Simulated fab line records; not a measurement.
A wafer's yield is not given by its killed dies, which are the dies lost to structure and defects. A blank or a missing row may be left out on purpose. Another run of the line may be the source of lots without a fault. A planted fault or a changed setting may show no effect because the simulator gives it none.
fab line records -- flow sky130
record lots=6, wafers=18, last-day=51
route steps=708 shown CONTACT@406
lots untouched by any fault: they come from a run of this same line in which no faults occurred
start-h: the number of hours between the record's first day and the start of the first shown wafer of the lot -- wait-h: hours since the lot's step before -- " repeats the value in the row above -- L1.1+2: a single row standing in for several wafers -- - value missing, or start not given -- * or withheld: withheld -- < > ~ a bound
route shown NAME@n: NAME is a module with steps in the file, n the number in the route of the first one -- usual: mean/standard deviation taken from wafers without a fault -- same: alike in all rows -- chamber/n: place in a boat -- sites: per-site readings -- _std_site: their standard deviation -- _edge_site: inner sites' mean taken away from outer sites' mean -- radius-mm: for every site, how far away it sits from the centre of the wafer -- mask NAME#n: copy n -- behind: the last tool/chamber to shape the wafer -- hold: why the lot was held/for how many hours/how that ended -- device: the transistor (n, p or np) that didn't switch -- end of line: the tests these same wafers got at the end of their route -- a step with no rows: only its recipe -- killed: count of dies lost to structure and defects at first sort (not the wafer's yield) -- map: a wafer's dies, marking killed ones x, the rest . and places with no die _
set.NAME: the run value of the setting; set.NAME@STEP: its run value at that earlier step -- model.NAME: the simulator's own value behind a step, which no gauge read
a table for each step, a row for each wafer; lots at some steps of the route
services: when a tool's chamber went out of use (start-h, in hours from the record's first day, below 0 if earlier), for how many hours, and the reason
## steps
# step SKY_CONTACT_CVD_00
# recipe material=Si3N4, target-thk-nm=75, temp-c=400, time-s=withheld, rf-w=450
# usual heater-power-w=657/110
lot.wafer,tool,chamber,start-h,wait-h,heater-power-w
L769.2,pecvd-01,2,740.64,0.0,650
L769.3,pecvd-01,1,740.64,0.0,597
L769.5,pecvd-01,2,740.64,0.0,660
L774.1,pecvd-01,0,784.10,0.0,749
L774.2,pecvd-01,1,784.10,0.0,568
L774.4,pecvd-01,1,784.10,0.0,574
L785.2,pecvd-02,1,883.48,0.0,648
L785.3,pecvd-02,2,883.48,0.0,572
L785.4,pecvd-02,1,883.48,0.0,692
L788.3,pecvd-03,2,886.53,0.0,562
L788.4,pecvd-03,1,886.53,0.0,631
L788.6,pecvd-03,2,886.53,0.0,543
L787.1,pecvd-01,1,888.11,0.0,670
L787.3,pecvd-01,2,888.11,0.0,618
L787.5,pecvd-01,2,888.11,0.0,609
L789.1,pecvd-03,0,893.13,0.0,827
L789.2,pecvd-03,1,893.13,0.0,711
L789.3,pecvd-03,2,893.13,0.0,505
# step SKY_CONTACT_THK_MEAS_01
# recipe reads=Si3N4_of_CONTACT_CVD_00
# usual CONTACT_CVD_00_THK=75.0/1.1
lot.wafer,tool,chamber,start-h,wait-h,CONTACT_CVD_00_THK[nm]
L769.2,film-metro-01,-,740.68,-,73.9
L769.3,film-metro-01,-,740.68,-,73.9
L769.5,film-metro-01,-,740.68,-,73.4
L774.1,film-metro-03,-,784.13,-,74.1
L774.2,film-metro-03,-,784.13,-,74.1
L774.4,film-metro-03,-,784.13,-,74.8
L785.2,film-metro-03,-,883.52,-,74.9
L785.3,film-metro-03,-,883.52,-,74.5
L785.4,film-metro-03,-,883.52,-,75.5
L788.3,film-metro-03,-,886.58,-,75.2
L788.4,film-metro-03,-,886.58,-,76.1
L788.6,film-metro-03,-,886.58,-,76.0
L787.1,film-metro-03,-,888.14,-,75.1
L787.3,film-metro-03,-,888.14,-,74.3
L787.5,film-metro-03,-,888.14,-,76.1
L789.1,film-metro-02,-,893.17,-,74.2
L789.2,film-metro-02,-,893.17,-,74.3
L789.3,film-metro-02,-,893.17,-,75.2
# step SKY_CONTACT_HDPCVD_02
# recipe material=SiO2, target-thk-nm=565, sigma-open-frac=0.3, time-s=94.2, temp-c=600, sih4-flow-sccm=60, pressure-mtorr=6
# step SKY_CONTACT_THK_MEAS_03
# recipe reads=SiO2_of_CONTACT_HDPCVD_02
# usual CONTACT_HDPCVD_THK=564/6.2
lot.wafer,tool,chamber,start-h,wait-h,CONTACT_HDPCVD_THK[nm]
L769.2,film-metro-03,-,740.81,0.0,558
L769.3,film-metro-03,-,740.81,0.0,562
L769.5,film-metro-03,-,740.81,0.0,562
L774.1,film-metro-01,-,784.26,0.0,573
L774.2,film-metro-01,-,784.26,0.0,570
L774.4,film-metro-01,-,784.26,0.0,564
L785.2,film-metro-01,-,883.65,0.0,566
L785.3,film-metro-01,-,883.65,0.0,560
L785.4,film-metro-01,-,883.65,0.0,570
L788.3,film-metro-01,-,886.71,0.1,563
L788.4,film-metro-01,-,886.71,0.1,569
L788.6,film-metro-01,-,886.71,0.1,567
L787.1,film-metro-01,-,888.27,0.0,571
L787.3,film-metro-01,-,888.27,0.0,556
L787.5,film-metro-01,-,888.27,0.0,560
L789.1,film-metro-02,-,893.29,0.0,563
L789.2,film-metro-02,-,893.29,0.0,562
L789.3,film-metro-02,-,893.29,0.0,565
# step SKY_CONTACT_CMP_04
# recipe material=SiO2, down-force-psi=4, platen-rpm=60, pad-velocity-m-s=0.94248
# usual motor-current-A=12.7/1.6, time-to-endpoint-s=82/4.2
lot.wafer,tool,chamber,start-h,wait-h,motor-current-A,time-to-endpoint-s
L769.3,cmp-02,1,740.91,0.1,12.9,80
L769.2,cmp-02,3,740.91,0.1,10.9,80
L769.5,cmp-02,0,740.91,0.1,10.2,85
L774.1,cmp-01,1,784.32,0.1,12.9,83
L774.4,cmp-01,2,784.32,0.1,12.8,79
L774.2,cmp-01,0,784.32,0.1,13.3,83
L785.3,cmp-02,3,883.70,0.0,10.7,78
L785.2,cmp-02,1,883.70,0.0,12.8,79
L785.4,cmp-02,2,883.70,0.0,13.3,80
L788.3,cmp-01,1,886.80,0.1,12.1,85
L788.4,cmp-01,3,886.80,0.1,15.0,84
L788.6,cmp-01,1,886.80,0.1,12.2,88
L787.1,cmp-02,3,888.38,0.1,12.0,83
L787.3,cmp-02,1,888.38,0.1,12.7,76
L787.5,cmp-02,3,888.38,0.1,11.1,84
L789.3,cmp-02,0,893.35,0.0,9.9,87
L789.1,cmp-02,1,893.35,0.0,12.7,81
L789.2,cmp-02,2,893.35,0.0,13.4,82
# step SKY_CONTACT_BOW_MEAS_05
# recipe mode=bow
# usual CONTACT_BOW=84/7.2
lot.wafer,tool,chamber,start-h,wait-h,CONTACT_BOW[um]
L769.2,film-metro-02,-,741.18,0.1,88
L769.3,film-metro-02,-,741.18,0.1,84
L769.5,film-metro-02,-,741.18,0.1,81
L774.1,film-metro-01,-,784.62,0.2,86
L774.2,film-metro-01,-,784.62,0.2,66
L774.4,film-metro-01,-,784.62,0.2,83
L785.2,film-metro-02,-,884.02,0.2,80
L785.3,film-metro-02,-,884.02,0.2,80
L785.4,film-metro-02,-,884.02,0.2,83
L788.3,film-metro-03,-,887.09,0.2,83
L788.4,film-metro-03,-,887.09,0.2,83
L788.6,film-metro-03,-,887.09,0.2,92
L787.1,film-metro-02,-,888.63,0.2,83
L787.3,film-metro-02,-,888.63,0.2,87
L787.5,film-metro-02,-,888.63,0.2,95
L789.1,film-metro-01,-,893.65,0.2,76
L789.2,film-metro-01,-,893.65,0.2,81
L789.3,film-metro-01,-,893.65,0.2,80
# step SKY_CONTACT_DEHYDRATE_06
# recipe temp-c=200, time-s=60
# step SKY_CONTACT_HMDS_07
# recipe prime-time-s=60, prime-temp-c=120
# step SKY_CONTACT_COAT_08
# recipe resist=BARC, temp-c=withheld, time-s=withheld, spin-rpm=3000, resist-thk-nm=60
# step SKY_CONTACT_COAT_09
# recipe resist=KrF-thick, spin-rpm=3000, resist-thk-nm=450
# step SKY_CONTACT_SOFTBAKE_10
# recipe temp-c=100, time-s=90, resist=KrF-thick
# step SKY_CONTACT_EXPOSE_11
# recipe mask-id=CTM1, na=0.8, source-shape=annular, sigma-inner=0.55, sigma-outer=0.85, target-cd-nm=170, dose-mj=38
# step SKY_CONTACT_PEB_12
# recipe peb-temp-c=withheld, peb-time-s=withheld, resist=KrF-thick
# usual chill-plate-temp-C=*, exhaust-pa=44.8/0.89
lot.wafer,tool,chamber,start-h,wait-h,chill-plate-temp-C,exhaust-pa
L769.2,litho-track-02,0,768,-,*,46.4
L769.3,litho-track-02,0,768,-,*,44.3
L769.5,litho-track-02,0,768,-,*,46.1
L774.1,litho-track-03,0,810,-,*,45.1
L774.2,litho-track-03,0,810,-,*,45.9
L774.4,litho-track-03,0,810,-,*,45.1
L785.2,litho-track-03,-,909,-,-,-
L785.3,litho-track-03,-,909,-,-,-
L785.4,litho-track-03,-,909,-,-,-
L788.3,litho-track-02,0,912,-,*,43.7
L788.4,litho-track-02,0,912,-,*,44.2
L788.6,litho-track-02,0,912,-,*,44.7
L787.1,litho-track-02,-,914,-,-,-
L787.3,litho-track-02,-,914,-,-,-
L787.5,litho-track-02,-,914,-,-,-
L789.1,litho-track-03,0,919,-,*,43.4
L789.2,litho-track-03,0,919,-,*,44.1
L789.3,litho-track-03,0,919,-,*,44.9
# step SKY_CONTACT_DEVELOP_13
# recipe develop-time-s=60, resist=KrF-thick, dev-temp-c=21
## services
tool,chamber,start-h,hours,kind
pecvd-03,2,722.41,2.1,scheduled-down
pecvd-01,-,737.30,1.0,repair
cmp-01,-,744.11,4.0,pm
cmp-01,-,765.85,0.3,repair
pecvd-02,1,773.18,2.1,repair
pecvd-01,2,775.45,2.1,scheduled-down
pecvd-03,-,790.28,1.4,repair
pecvd-01,2,791.79,6.2,repair
cmp-01,-,807.95,2.5,repair
pecvd-02,1,810.68,27.2,repair
pecvd-03,0,838.93,20.4,repair
pecvd-01,1,842.80,5.5,scheduled-down
pecvd-01,1,848.26,-,clean
pecvd-01,1,848.26,-,consumable-replace:showerhead
pecvd-01,1,848.26,29.0,scheduled-down
pecvd-01,1,848.26,29.0,vent-cycle
cmp-01,-,848.52,4.8,pm
pecvd-01,0,856.31,7.9,repair
cmp-02,-,867.86,8.9,pm
cmp-01,-,874.09,0.3,repair
cmp-02,-,881.98,0.5,repair
cmp-02,-,912.00,4.0,pm
cmp-02,-,916.00,-,consumable-replace:conditioner
cmp-02,-,916.00,-,consumable-replace:pad
## key
first-sign step=SKY_CONTACT_PEB_12, reading=tool-record, direction=missing
effect none on later readings
met-at SKY_CONTACT_PEB_12
struck-wafers L785.2,L785.3,L785.4,L787.1,L787.3,L787.5
later-rows-left-out L785.2,L785.3,L785.4,L787.1,L787.3,L787.5
sort-left-out L785.2,L785.3,L785.4,L787.1,L787.3,L787.5
tester-left-out L785,L787
onset-between 810 909
fault kind=skipped-step-whole, tool=litho-track-02,litho-track-03, chamber=-, onset-h=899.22, steps=SKY_CONTACT_PEB_12, scope=struck-lots-only
# tester-left-out: of these lots the tester's yield and bins aren't shown, on N5 and GAA mostly nor the transistor test; their killed dies are dies lost to structure and defects alone, not to doping, threshold or leakage, so they don't give the yield
# sort-left-out: the simulated sort isn't trusted on such a fault, so these wafers' sort isn't shown, and their yield isn't known
# later-rows-left-out: the simulator's readings of these wafers behind a module that went badly wrong aren't trusted and aren't shown, but for the sort
